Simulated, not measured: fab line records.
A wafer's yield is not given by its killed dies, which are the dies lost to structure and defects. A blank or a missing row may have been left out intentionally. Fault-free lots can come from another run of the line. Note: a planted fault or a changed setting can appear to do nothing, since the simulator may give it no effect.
fab line records	flow gf180mcu
record: lots: 24	wafers: 72	last-day: 34
route steps=602 shown V1@351 M3@412 V3@444 M4@473
lots with no fault: from the same line, run without faults
start-h: hours from the record's opening day to when the first of the lot's shown wafers began	wait-h: how many hours have passed since the lot's step before this one	" as in the row above	L1.1+2: a single row standing in for several wafers	- no value present, or no start provided	* or withheld: withheld	< > ~ a bound
route shown NAME@n: NAME is a module with steps in the file, n the number in the route of the first one	usual: the fault-free wafers' mean and standard deviation	same: alike in all rows	chamber/n: place in a boat	sites: readings site by site	_std_site: standard deviation across them	_edge_site: outer sites' mean less inner sites'	radius-mm: for every site, how far away it sits from the centre of the wafer	mask NAME#n: copy n	behind: the tool/chamber that last shaped the wafer	hold: the reason the lot was held/the length of the hold in hours/how it ended	device: which transistor (n, p or np) failed to switch	end of line: the route-end tests of the same wafers	for a step that has no rows: nothing shown but its recipe	killed: dies lost to structure and defects at the first sort, not the wafer's yield	map: shows each die of a wafer: x if killed, . if not, _ if none is there
set.NAME: the setting that was run; set.NAME@STEP: the one run at that earlier step	model.NAME: the simulator's own value behind a step, which no gauge read
route steps across a sampled set of lots; one table per step, one row per wafer
services: from which hour (start-h, from the record's first day; less than 0 if before it) a tool's chamber was out of use, for how many hours, and why
== steps ==
step: GF_V1_ETCH_16
recipe: chemistry: N2/H2	target-depth-a: withheld	overetch-a: withheld	time-s: withheld	target: BARC	ion-energy-ev: 200	source-w: 500	bias-w: 100	pressure-mtorr: 30	n2-flow-sccm: 100	h2-flow-sccm: 200
usual: drypump-motor-current-A: 5.6/0.42	n2-flow-sccm: 100.0/0.33	oes-product-au: 0.856/0.0049	throttle-valve-pct: 13.224/0.0089
lot.wafer	tool	chamber	start-h	wait-h	drypump-motor-current-A	n2-flow-sccm	oes-product-au	throttle-valve-pct
L074.1	rie-diel-03	3	419.78	0.0	5.4	99.8	0.851	13.237
L074.4	"	1	"	"	5.7	99.4	0.853	13.211
L074.6	"	0	"	"	5.8	100.0	0.861	13.235
L075.1	rie-diel-04	2	425.73	0.0	5.7	99.9	0.861	13.235
L075.2	"	1	"	"	6.3	99.2	0.859	13.234
L075.3	"	0	"	"	4.9	99.8	0.854	13.238
L076.2	rie-diel-01	0	441.63	0.0	5.1	100.8	0.858	13.223
L076.3	"	2	"	"	5.9	100.1	0.852	13.221
L076.5	"	2	"	"	5.8	100.0	0.852	13.236
L077.2	rie-diel-01	2	459.03	0.0	5.9	99.7	0.855	13.222
L077.4	"	0	"	"	5.1	100.0	0.859	13.220
L077.5	"	0	"	"	5.1	100.2	0.865	13.220
L078.1	rie-diel-03	1	468.48	0.0	5.7	100.3	0.856	13.237
L078.2	"	3	"	"	5.4	100.4	0.855	13.226
L078.3	"	2	"	"	5.9	99.4	0.858	13.234
L079.2	rie-diel-04	1	483.67	0.0	6.2	99.7	0.858	13.209
L079.3	"	0	"	"	5.0	99.6	0.856	13.221
L079.4	"	2	"	"	5.7	100.3	0.849	13.229
L081.3	rie-diel-03	0	488.48	0.0	5.8	100.3	0.847	13.219
L081.5	"	3	"	"	5.4	99.8	0.862	13.232
L081.6	"	0	"	"	5.8	100.1	0.853	13.229
L080.1	rie-diel-03	3	493.37	0.0	5.4	100.2	0.859	13.223
L080.4	"	0	"	"	5.8	100.0	0.855	13.211
L080.5	"	2	"	"	5.8	99.6	0.862	13.236
L082.1	rie-diel-04	1	501.33	0.0	6.2	100.0	0.857	13.218
L082.3	"	2	"	"	5.6	99.8	0.853	13.222
L082.5	"	1	"	"	6.3	100.2	0.863	13.225
L084.3	rie-diel-04	0	511.63	0.0	5.0	100.3	0.860	13.231
L084.4	"	2	"	"	5.7	99.8	0.861	13.218
L084.5	"	0	"	"	5.0	100.4	0.849	13.230
L083.1	rie-diel-04	0	517.13	0.0	4.9	99.7	0.851	13.229
L083.2	"	1	"	"	6.3	100.3	0.853	13.226
L083.4	"	0	"	"	4.9	99.9	0.851	13.237
L085.3	rie-diel-03	3	526.23	0.0	5.4	100.0	0.852	13.224
L085.4	"	0	"	"	5.7	100.6	0.851	13.209
L085.6	"	3	"	"	5.4	100.1	0.856	13.206
L086.2	rie-diel-03	0	528.13	0.0	5.8	100.0	0.858	13.234
L086.3	"	3	"	"	5.4	99.6	0.857	13.233
L086.6	"	1	"	"	5.7	100.0	0.865	13.225
L087.2	rie-diel-04	2	538.43	0.0	5.7	100.0	0.855	13.213
L087.3	"	0	"	"	4.9	99.5	0.868	13.235
L087.6	"	2	"	"	5.7	99.9	0.851	13.220
L088.1	rie-diel-01	3	548.13	0.0	6.1	100.0	0.851	13.242
L088.2	"	2	"	"	5.9	99.6	0.860	13.242
L088.3	"	1	"	"	4.7	100.4	0.859	13.228
L090.1	rie-diel-01	0	565.21	0.0	5.1	99.7	0.855	13.219
L090.4	"	2	"	"	5.9	99.9	0.858	13.218
L090.6	"	1	"	"	4.7	100.0	0.854	13.219
L089.1	rie-diel-03	1	566.18	0.0	5.7	100.3	0.859	13.221
L089.3	"	3	"	"	5.4	100.0	0.855	13.231
L089.4	"	2	"	"	5.9	99.9	0.857	13.234
L091.1	rie-diel-01	0	571.23	0.0	5.1	100.4	0.857	13.212
L091.2	"	2	"	"	5.9	100.1	0.861	13.230
L091.3	"	3	"	"	6.1	99.5	0.850	13.219
L092.4	rie-diel-03	2	583.98	0.0	5.9	100.5	0.857	13.223
L092.5	"	3	"	"	5.4	99.9	0.849	13.225
L092.6	"	2	"	"	5.8	99.9	0.859	13.244
L093.3	rie-diel-01	2	591.41	0.0	5.9	99.7	0.861	13.228
L093.5	"	0	"	"	5.1	100.3	0.858	13.222
L093.6	"	3	"	"	6.1	99.6	0.846	13.233
L094.2	rie-diel-03	0	593.31	0.0	5.8	100.0	0.850	13.218
L094.4	"	1	"	"	5.7	99.8	0.853	13.215
L094.5	"	0	"	"	5.8	99.8	0.852	13.229
L095.3	rie-diel-04	1	597.46	0.0	6.2	99.7	0.857	13.232
L095.4	"	3	"	"	5.2	99.5	0.862	13.224
L095.6	"	2	"	"	5.8	100.0	0.850	13.226
L097.3	rie-diel-04	2	613.33	0.0	5.7	99.5	0.853	13.221
L097.4	"	0	"	"	5.0	100.0	0.864	13.213
L097.6	"	1	"	"	6.2	100.1	0.857	13.229
L096.1	rie-diel-03	3	616.03	0.0	5.4	100.0	0.850	13.221
L096.2	"	2	"	"	5.8	100.1	0.862	13.218
L096.5	"	3	"	"	5.4	99.6	0.857	13.223
step: GF_M3_SPUTTER_03
recipe: material: Ti	target-thk-nm: 10	substrate-temp-c: 300	chamber-pressure-pa: 0.3	power-w: 3000	time-s: 6.7
usual: chamber-pressure-pa: 0.3000/0.00061	throttle-valve-pct: 30.3/0.93
same: time-s: 6.7
lot.wafer	tool	chamber	start-h	wait-h	chamber-pressure-pa	throttle-valve-pct
L074.1	pvd-sputter-04	-	473.81	0.0	0.2992	29.5
L074.4	"	-	"	"	0.3005	29.4
L074.6	"	-	"	"	0.3011	30.0
L075.1	pvd-sputter-04	-	479.62	0.0	0.3002	29.9
L075.2	"	-	"	"	0.3002	31.0
L075.3	"	-	"	"	0.2996	29.4
L076.2	pvd-sputter-02	-	495.94	0.0	0.2999	32.2
L076.3	"	-	"	"	0.3011	29.4
L076.5	"	-	"	"	0.2993	32.0
L077.2	pvd-sputter-03	-	512.79	0.0	0.3002	30.0
L077.4	"	-	"	"	0.2992	31.8
L077.5	"	-	"	"	0.2990	31.8
L078.1	pvd-sputter-03	-	522.85	0.0	0.3010	29.2
L078.2	"	-	"	"	0.3003	29.1
L078.3	"	-	"	"	0.3002	29.8
L079.2	pvd-sputter-04	-	536.87	0.0	0.3013	29.6
L079.3	"	-	"	"	0.3002	29.6
L079.4	"	-	"	"	0.2998	31.2
L081.3	pvd-sputter-02	-	540.32	0.0	0.3000	31.1
L081.5	"	-	"	"	0.2995	30.5
L081.6	"	-	"	"	0.2991	29.5
L080.1	pvd-sputter-04	-	545.01	0.0	0.2988	29.5
L080.4	"	-	"	"	0.2997	30.2
L080.5	"	-	"	"	0.3004	31.0
L082.1	pvd-sputter-04	-	552.41	0.0	0.3006	29.5
L082.3	"	-	"	"	0.2994	29.2
L082.5	"	-	"	"	0.2998	29.5
L084.3	pvd-sputter-04	-	563.20	0.0	0.2996	29.6
L084.4	"	-	"	"	0.3002	29.7
L084.5	"	-	"	"	0.3007	30.2
L083.1	pvd-sputter-02	-	567.99	0.0	0.2993	30.5
L083.2	"	-	"	"	0.2993	30.5
L083.4	"	-	"	"	0.3005	31.9
L085.3	pvd-sputter-04	-	577.03	0.0	0.2997	30.1
L085.4	"	-	"	"	0.3002	29.5
L085.6	"	-	"	"	0.3006	29.5
L086.2	pvd-sputter-03	-	578.04	0.0	0.3008	31.9
L086.3	"	-	"	"	0.2999	29.5
L086.6	"	-	"	"	0.2994	30.0
L087.2	pvd-sputter-02	-	588.55	0.0	0.3004	29.5
L087.3	"	-	"	"	0.3009	30.2
L087.6	"	-	"	"	0.3000	32.1
L088.1	pvd-sputter-03	-	597.02	0.0	0.2999	29.3
L088.2	"	-	"	"	0.3002	29.0
L088.3	"	-	"	"	0.2997	30.0
L090.1	pvd-sputter-04	-	613.62	0.0	0.2998	29.4
L090.4	"	-	"	"	0.2987	31.0
L090.6	"	-	"	"	0.3002	30.2
L089.1	pvd-sputter-02	-	614.72	0.0	0.3000	30.2
L089.3	"	-	"	"	0.3001	29.6
L089.4	"	-	"	"	0.2996	32.1
L091.1	pvd-sputter-02	-	618.57	0.0	0.2993	31.9
L091.2	"	-	"	"	0.2989	30.6
L091.3	"	-	"	"	0.3007	29.6
L092.4	pvd-sputter-03	-	630.92	0.0	0.3000	29.2
L092.5	"	-	"	"	0.2995	29.0
L092.6	"	-	"	"	0.3005	31.5
L093.3	pvd-sputter-02	-	638.61	0.0	0.2995	32.1
L093.5	"	-	"	"	0.3007	30.5
L093.6	"	-	"	"	0.2997	30.6
L094.2	pvd-sputter-02	-	640.79	0.0	0.2992	32.2
L094.4	"	-	"	"	0.2998	30.7
L094.5	"	-	"	"	0.2998	32.1
L095.3	pvd-sputter-04	-	645.02	0.0	0.3011	29.6
L095.4	"	-	"	"	0.3003	29.9
L095.6	"	-	"	"	0.2987	29.7
L097.3	pvd-sputter-04	-	659.48	0.0	0.2996	29.3
L097.4	"	-	"	"	0.3000	29.4
L097.6	"	-	"	"	0.3008	29.6
L096.1	pvd-sputter-02	-	661.22	0.0	0.3002	30.7
L096.2	"	-	"	"	0.2995	30.7
L096.5	"	-	"	"	0.3000	29.8
step: GF_V3_OVL_MEAS_15
usual: V3_OVL: 1/6.9
lot.wafer	tool	chamber	start-h	wait-h	V3_OVL[nm]
L074.1	overlay-01	-	524.74	0.1	-2
L074.4	"	-	"	"	-2
L074.6	"	-	"	"	-1
L075.1	overlay-02	-	529.83	0.1	5
L075.2	"	-	"	"	1
L075.3	"	-	"	"	2
L076.2	overlay-02	-	545.33	0.1	1
L076.3	"	-	"	"	6
L076.5	"	-	"	"	-2
L077.2	overlay-02	-	560.50	0.1	-7
L077.4	"	-	"	"	4
L077.5	"	-	"	"	-4
L078.1	overlay-01	-	570.24	0.1	-1
L078.2	"	-	"	"	6
L078.3	"	-	"	"	-11
L079.2	overlay-01	-	583.60	0.1	8
L079.3	"	-	"	"	10
L079.4	"	-	"	"	14
L081.3	overlay-01	-	586.66	0.1	1
L081.5	"	-	"	"	-2
L081.6	"	-	"	"	7
L080.1	overlay-01	-	591.09	0.1	0
L080.4	"	-	"	"	1
L080.5	"	-	"	"	-2
L082.1	overlay-01	-	598.08	0.1	-4
L082.3	"	-	"	"	-1
L082.5	"	-	"	"	5
L084.3	overlay-02	-	608.25	0.1	-6
L084.4	"	-	"	"	-5
L084.5	"	-	"	"	-7
L083.1	overlay-01	-	612.94	0.1	5
L083.2	"	-	"	"	12
L083.4	"	-	"	"	15
L085.3	overlay-02	-	622.05	0.1	-8
L085.4	"	-	"	"	-4
L085.6	"	-	"	"	-8
L086.2	overlay-02	-	622.88	0.1	4
L086.3	"	-	"	"	9
L086.6	"	-	"	"	5
L087.2	overlay-01	-	631.45	0.1	1
L087.3	"	-	"	"	-6
L087.6	"	-	"	"	-4
L088.1	overlay-01	-	640.53	0.1	2
L088.2	"	-	"	"	-7
L088.3	"	-	"	"	1
L090.1	overlay-01	-	655.89	0.1	7
L090.4	"	-	"	"	-3
L090.6	"	-	"	"	-3
L089.1	overlay-01	-	656.44	0.1	5
L089.3	"	-	"	"	7
L089.4	"	-	"	"	5
L091.1	overlay-01	-	661.78	0.1	2
L091.2	"	-	"	"	-6
L091.3	"	-	"	"	-1
L092.4	overlay-02	-	672.61	0.1	9
L092.5	"	-	"	"	12
L092.6	"	-	"	"	14
L093.3	overlay-02	-	680.15	0.1	0
L093.5	"	-	"	"	-19
L093.6	"	-	"	"	-3
L094.2	overlay-01	-	681.50	0.1	-7
L094.4	"	-	"	"	-5
L094.5	"	-	"	"	-2
L095.3	overlay-02	-	686.49	0.1	-1
L095.4	"	-	"	"	1
L095.6	"	-	"	"	1
L097.3	overlay-01	-	699.24	0.1	10
L097.4	"	-	"	"	9
L097.6	"	-	"	"	10
L096.1	overlay-02	-	700.99	0.1	-1
L096.2	"	-	"	"	-2
L096.5	"	-	"	"	3
step: GF_V3_ETCH_17
recipe: chemistry: C4F8/O2/Ar	mask-material: KrF	target: SiO2	stop-on: TiN	source-w: 1500	bias-w: 1200	pressure-mtorr: 40	c4f8-flow-sccm: withheld	O2_flow_sccm: 6	Ar_flow_sccm: 300	time-s: withheld	target-depth-a: 6350
usual: oes-product-au: 0.855/0.0049
lot.wafer	tool	chamber	start-h	wait-h	oes-product-au
L074.1	rie-diel-04	1	-	-	0.861
L074.4	"	1	"	"	0.854
L074.6	"	1	"	"	0.858
L075.1	rie-diel-02	2	-	-	0.858
L075.2	"	3	"	"	0.855
L075.3	"	0	"	"	0.853
L076.2	rie-diel-01	2	-	-	0.853
L076.3	"	1	"	"	0.856
L076.5	"	2	"	"	0.855
L077.2	rie-diel-01	0	-	-	0.853
L077.4	"	1	"	"	0.857
L077.5	"	0	"	"	0.863
L078.1	rie-diel-01	0	-	-	0.857
L078.2	"	3	"	"	0.845
L078.3	"	2	"	"	0.855
L079.2	rie-diel-01	0	-	-	0.850
L079.3	"	2	"	"	0.855
L079.4	"	0	"	"	0.858
L081.3	rie-diel-01	0	-	-	0.849
L081.5	"	2	"	"	0.859
L081.6	"	3	"	"	0.864
L080.1	rie-diel-04	3	-	-	0.852
L080.4	"	3	"	"	0.859
L080.5	"	2	"	"	0.853
L082.1	rie-diel-02	1	-	-	0.863
L082.3	"	3	"	"	0.851
L082.5	"	1	"	"	0.853
L084.3	rie-diel-01	2	-	-	0.860
L084.4	"	3	"	"	0.849
L084.5	"	3	"	"	0.855
L083.1	rie-diel-01	1	-	-	0.849
L083.2	"	3	"	"	0.864
L083.4	"	2	"	"	0.855
L085.3	rie-diel-01	3	-	-	0.853
L085.4	"	2	"	"	0.850
L085.6	"	3	"	"	0.854
L086.2	rie-diel-02	2	-	-	0.851
L086.3	"	0	"	"	0.854
L086.6	"	0	"	"	0.856
L087.2	rie-diel-04	0	-	-	0.860
L087.3	"	2	"	"	0.849
L087.6	"	1	"	"	0.853
L088.1	rie-diel-02	1	-	-	0.840
L088.2	"	3	"	"	0.856
L088.3	"	2	"	"	0.856
L090.1	rie-diel-02	2	-	-	0.862
L090.4	"	1	"	"	0.854
L090.6	"	0	"	"	0.852
L089.1	rie-diel-01	0	-	-	0.855
L089.3	"	1	"	"	0.855
L089.4	"	3	"	"	0.862
L091.1	rie-diel-04	2	-	-	0.857
L091.2	"	0	"	"	0.865
L091.3	"	3	"	"	0.854
L092.4	rie-diel-01	2	-	-	0.849
L092.5	"	0	"	"	0.854
L092.6	"	3	"	"	0.854
L093.3	rie-diel-02	0	-	-	0.852
L093.5	"	1	"	"	0.848
L093.6	"	0	"	"	0.851
L094.2	rie-diel-04	0	-	-	0.849
L094.4	"	2	"	"	0.860
L094.5	"	2	"	"	0.862
L095.3	rie-diel-02	0	-	-	0.850
L095.4	"	1	"	"	0.857
L095.6	"	2	"	"	0.860
L097.3	rie-diel-01	2	-	-	0.864
L097.4	"	3	"	"	0.859
L097.6	"	2	"	"	0.860
L096.1	rie-diel-02	0	-	-	0.857
L096.2	"	2	"	"	0.862
L096.5	"	1	"	"	0.852
step: GF_V3_SPUTTER_21
recipe: material: Ti	target-thk-nm: 15	chamber-pressure-pa: 5	power-w: 2500	substrate-temp-c: 200	time-s: 80.02
usual: chamber-pressure-pa: 5.000/0.0097	throttle-valve-pct: 30.2/0.87
same: time-s: 80.02
lot.wafer	tool	chamber	start-h	wait-h	chamber-pressure-pa	throttle-valve-pct
L074.1	pvd-sputter-04	-	525.51	0.0	4.987	29.6
L074.4	"	-	"	"	5.005	30.3
L074.6	"	-	"	"	5.002	29.4
L075.1	pvd-sputter-02	-	530.54	0.0	5.002	32.0
L075.2	"	-	"	"	4.987	30.9
L075.3	"	-	"	"	5.010	29.7
L076.2	pvd-sputter-04	-	546.07	0.0	5.011	31.3
L076.3	"	-	"	"	5.001	29.6
L076.5	"	-	"	"	4.996	29.4
L077.2	pvd-sputter-02	-	561.20	0.0	5.012	32.0
L077.4	"	-	"	"	5.008	30.5
L077.5	"	-	"	"	4.993	29.6
L078.1	pvd-sputter-04	-	570.94	0.0	5.000	31.3
L078.2	"	-	"	"	5.007	29.6
L078.3	"	-	"	"	5.014	30.3
L079.2	pvd-sputter-01	-	584.29	0.0	4.997	29.3
L079.3	"	-	"	"	5.006	31.5
L079.4	"	-	"	"	5.010	31.2
L081.3	pvd-sputter-02	-	587.34	0.0	5.001	29.8
L081.5	"	-	"	"	5.010	32.1
L081.6	"	-	"	"	5.001	30.9
L080.1	pvd-sputter-04	-	591.79	0.0	5.006	30.2
L080.4	"	-	"	"	5.010	29.4
L080.5	"	-	"	"	5.013	29.5
L082.1	pvd-sputter-01	-	598.78	0.0	4.999	29.4
L082.3	"	-	"	"	4.991	29.2
L082.5	"	-	"	"	4.991	31.2
L084.3	pvd-sputter-01	-	608.94	0.0	4.992	31.4
L084.4	"	-	"	"	4.995	29.1
L084.5	"	-	"	"	5.002	29.4
L083.1	pvd-sputter-01	-	613.64	0.0	4.995	29.3
L083.2	"	-	"	"	4.997	31.1
L083.4	"	-	"	"	5.015	29.2
L085.3	pvd-sputter-02	-	622.77	0.0	5.017	32.0
L085.4	"	-	"	"	5.016	29.3
L085.6	"	-	"	"	4.993	30.3
L086.2	pvd-sputter-04	-	623.62	0.0	5.023	30.2
L086.3	"	-	"	"	5.014	31.2
L086.6	"	-	"	"	4.997	31.2
L087.2	pvd-sputter-04	-	632.14	0.0	5.017	31.0
L087.3	"	-	"	"	4.993	29.6
L087.6	"	-	"	"	4.990	29.2
L088.1	pvd-sputter-04	-	641.23	0.0	4.988	30.0
L088.2	"	-	"	"	4.996	29.6
L088.3	"	-	"	"	5.011	30.8
L090.1	pvd-sputter-02	-	656.59	0.0	5.006	32.1
L090.4	"	-	"	"	4.995	29.7
L090.6	"	-	"	"	5.010	32.0
L089.1	pvd-sputter-04	-	657.54	0.0	5.008	30.4
L089.3	"	-	"	"	5.005	29.3
L089.4	"	-	"	"	4.993	31.2
L091.1	pvd-sputter-01	-	662.48	0.0	4.998	29.5
L091.2	"	-	"	"	5.000	29.5
L091.3	"	-	"	"	4.997	31.5
L092.4	pvd-sputter-02	-	673.32	0.0	4.991	30.2
L092.5	"	-	"	"	5.012	29.6
L092.6	"	-	"	"	4.998	30.7
L093.3	pvd-sputter-04	-	680.84	0.0	5.009	29.2
L093.5	"	-	"	"	4.998	31.2
L093.6	"	-	"	"	5.000	29.5
L094.2	pvd-sputter-04	-	682.19	0.0	4.986	29.7
L094.4	"	-	"	"	4.999	29.4
L094.5	"	-	"	"	4.990	31.2
L095.3	pvd-sputter-01	-	687.52	0.0	4.989	29.3
L095.4	"	-	"	"	4.987	31.4
L095.6	"	-	"	"	4.982	29.3
L097.3	pvd-sputter-04	-	699.93	0.0	5.002	31.0
L097.4	"	-	"	"	5.019	29.3
L097.6	"	-	"	"	5.006	31.0
L096.1	pvd-sputter-01	-	701.70	0.0	5.004	31.6
L096.2	"	-	"	"	4.990	31.4
L096.5	"	-	"	"	4.991	29.2
step: GF_M4_STRIP_17
recipe: chemistry: O2/N2	power-w: 1400	pressure-mtorr: 1500	platen-temp-c: 250	o2-flow-sccm: 3000	n2-flow-sccm: 300	overash-fraction: 0.5
usual: drypump-motor-current-A: 5.4/0.49	heater-power-w: 306/18	n2-flow-sccm: 299.7/0.91	oes-product-au: 0.558/0.0047	strip-time-to-endpoint-s: 7.87/0.046
lot.wafer	tool	chamber	start-h	wait-h	drypump-motor-current-A	heater-power-w	n2-flow-sccm	oes-product-au	rf-hours-counter-h	strip-time-to-endpoint-s
L074.1	plasma-asher-01	0	550.04	0.1	4.8	312	300.3	0.556	77	7.81
L074.4	"	0	"	"	4.8	313	300.0	0.553	-	7.85
L074.6	"	0	"	"	4.8	315	299.6	0.555	-	7.86
L075.1	plasma-asher-03	0	554.94	0.1	5.3	301	299.2	0.566	48	7.89
L075.2	"	1	"	"	5.8	309	299.3	0.564	48	7.91
L075.3	"	0	"	"	5.2	303	300.0	0.554	-	7.88
L076.2	plasma-asher-02	0	569.54	0.1	5.6	331	300.1	0.558	90	7.87
L076.3	"	1	"	"	6.4	319	300.7	0.563	-	7.85
L076.5	"	0	"	"	5.6	347	298.8	0.555	-	7.90
L077.2	plasma-asher-03	0	584.36	0.1	5.2	300	299.3	0.556	51	7.79
L077.4	"	1	"	"	5.7	297	301.0	0.559	-	7.77
L077.5	"	0	"	"	5.2	306	300.9	0.551	-	7.82
L078.1	plasma-asher-02	1	593.96	0.1	6.4	321	300.8	0.550	92	7.80
L078.2	"	0	"	"	5.6	345	300.0	0.554	92	7.82
L078.3	"	1	"	"	6.4	321	300.3	0.554	-	7.83
L079.2	plasma-asher-02	1	606.60	0.1	6.5	316	300.8	0.559	93	7.93
L079.3	"	0	"	"	5.6	333	299.0	0.562	-	7.90
L079.4	"	1	"	"	6.5	323	300.0	0.556	-	7.90
L081.3	plasma-asher-03	1	609.37	0.1	5.7	309	299.1	0.564	-	7.81
L081.5	"	0	"	"	5.2	301	301.3	0.564	-	7.82
L081.6	"	1	"	"	5.7	306	299.6	0.557	-	7.77
L080.1	plasma-asher-01	1	614.24	0.1	5.4	284	299.8	0.554	82	7.88
L080.4	"	1	"	"	5.5	287	301.1	0.568	-	7.87
L080.5	"	0	"	"	4.8	307	298.9	0.562	-	7.86
L082.1	plasma-asher-01	0	621.24	0.1	4.8	307	299.4	0.567	83	7.90
L082.3	"	1	"	"	5.5	281	298.7	0.559	-	7.85
L082.5	"	0	"	"	4.8	307	297.3	0.559	-	7.85
L084.3	plasma-asher-01	0	630.82	0.1	4.8	304	298.9	0.569	-	7.98
L084.4	"	1	"	"	5.4	279	298.8	0.563	-	7.92
L084.5	"	1	"	"	5.4	289	298.8	0.560	-	7.91
L083.1	plasma-asher-01	0	635.81	0.1	4.8	309	299.7	0.560	85	7.89
L083.2	"	1	"	"	5.4	281	299.5	0.545	85	7.83
L083.4	"	0	"	"	4.8	310	299.9	0.560	-	7.89
L085.3	plasma-asher-01	0	644.37	0.1	4.8	302	298.7	0.568	-	7.94
L085.4	"	1	"	"	5.4	286	301.0	0.561	-	7.93
L085.6	"	0	"	"	4.8	314	299.0	0.555	-	7.96
L086.2	plasma-asher-03	0	644.39	0.1	5.2	302	300.0	0.555	58	7.91
L086.3	"	0	"	"	5.2	302	299.4	0.558	-	7.88
L086.6	"	1	"	"	5.7	318	299.4	0.556	-	7.85
L087.2	plasma-asher-02	1	652.99	0.1	6.5	318	298.1	0.555	99	7.89
L087.3	"	1	"	"	6.5	321	299.2	0.559	-	7.86
L087.6	"	0	"	"	5.6	335	300.0	0.558	-	7.82
L088.1	plasma-asher-03	0	662.26	0.1	5.2	297	299.2	0.562	60	7.87
L088.2	"	1	"	"	5.7	299	300.5	0.572	60	7.92
L088.3	"	1	"	"	5.7	305	301.5	0.557	-	7.87
L090.1	plasma-asher-01	1	676.89	0.1	5.5	282	297.6	0.565	89	7.90
L090.4	"	1	"	"	5.4	274	299.7	0.561	-	7.92
L090.6	"	1	"	"	5.4	289	300.8	0.559	-	7.95
L089.1	plasma-asher-01	0	677.59	0.1	4.8	307	300.4	0.554	89	7.82
L089.3	"	1	"	"	5.4	279	300.9	0.560	-	7.82
L089.4	"	0	"	"	4.8	313	299.9	0.554	-	7.80
L091.1	plasma-asher-02	0	682.64	0.1	5.6	338	298.2	0.563	101	7.86
L091.2	"	1	"	"	6.4	326	299.4	0.565	101	7.91
L091.3	"	1	"	"	6.4	324	300.7	0.552	-	7.84
L092.4	plasma-asher-01	0	693.87	0.1	4.8	313	300.2	0.562	-	7.83
L092.5	"	0	"	"	4.8	301	300.8	0.560	-	7.82
L092.6	"	1	"	"	5.4	285	300.6	0.554	-	7.80
L093.3	plasma-asher-01	1	700.82	0.1	5.4	288	300.3	0.549	-	7.82
L093.5	"	1	"	"	5.5	286	300.0	0.561	-	7.88
L093.6	"	0	"	"	4.8	305	298.7	0.565	-	7.88
L094.2	plasma-asher-01	1	702.11	0.1	5.4	279	299.9	0.559	92	7.82
L094.4	"	0	"	"	4.8	311	299.2	0.562	-	7.80
L094.5	"	1	"	"	5.5	287	298.8	0.558	-	7.81
L095.3	plasma-asher-02	1	707.85	0.1	6.4	320	300.6	0.558	-	7.83
L095.4	"	0	"	"	5.6	341	300.2	0.557	-	7.88
L095.6	"	0	"	"	5.6	341	299.4	0.561	-	7.87
L097.3	plasma-asher-01	1	719.47	0.1	5.4	279	300.1	0.558	-	7.92
L097.4	"	0	"	"	4.8	317	299.5	0.561	-	7.95
L097.6	"	1	"	"	5.4	282	301.4	0.562	-	7.92
L096.1	plasma-asher-01	1	721.56	0.1	5.5	283	298.5	0.565	95	7.89
L096.2	"	0	"	"	4.8	309	299.5	0.565	95	7.88
L096.5	"	0	"	"	4.8	303	298.9	0.556	-	7.89
== services ==
tool	chamber	start-h	hours	kind
rie-diel-03	2	410.30	2.1	repair
rie-diel-03	3	415.73	3.7	repair
pvd-sputter-04	-	426.53	5.5	repair
rie-diel-01	0	480.10	12.4	repair
plasma-asher-01	-	483.89	2.8	pm
pvd-sputter-04	-	491.04	2.2	repair
rie-diel-04	-	494.36	0.7	repair
rie-diel-04	3	500.13	33.6	repair
pvd-sputter-02	-	523.83	6.7	repair
rie-diel-04	0	524.69	5.6	repair
rie-diel-01	1	536.99	5.5	repair
rie-diel-01	2	552.85	2.5	repair
plasma-asher-01	-	553.52	10.4	repair
rie-diel-03	1	559.39	1.6	repair
plasma-asher-01	-	603.40	5.0	repair
pvd-sputter-04	-	617.91	5.6	repair
rie-diel-04	1	639.03	5.0	repair
rie-diel-04	0	645.29	13.5	repair
pvd-sputter-04	-	661.09	8.7	repair
rie-diel-04	2	687.17	13.0	repair
rie-diel-01	-	689.84	2.8	pm
rie-diel-01	2	693.54	4.7	repair
pvd-sputter-02	-	702.98	1.9	repair
pvd-sputter-04	-	714.70	1.3	repair
== key ==
fault none
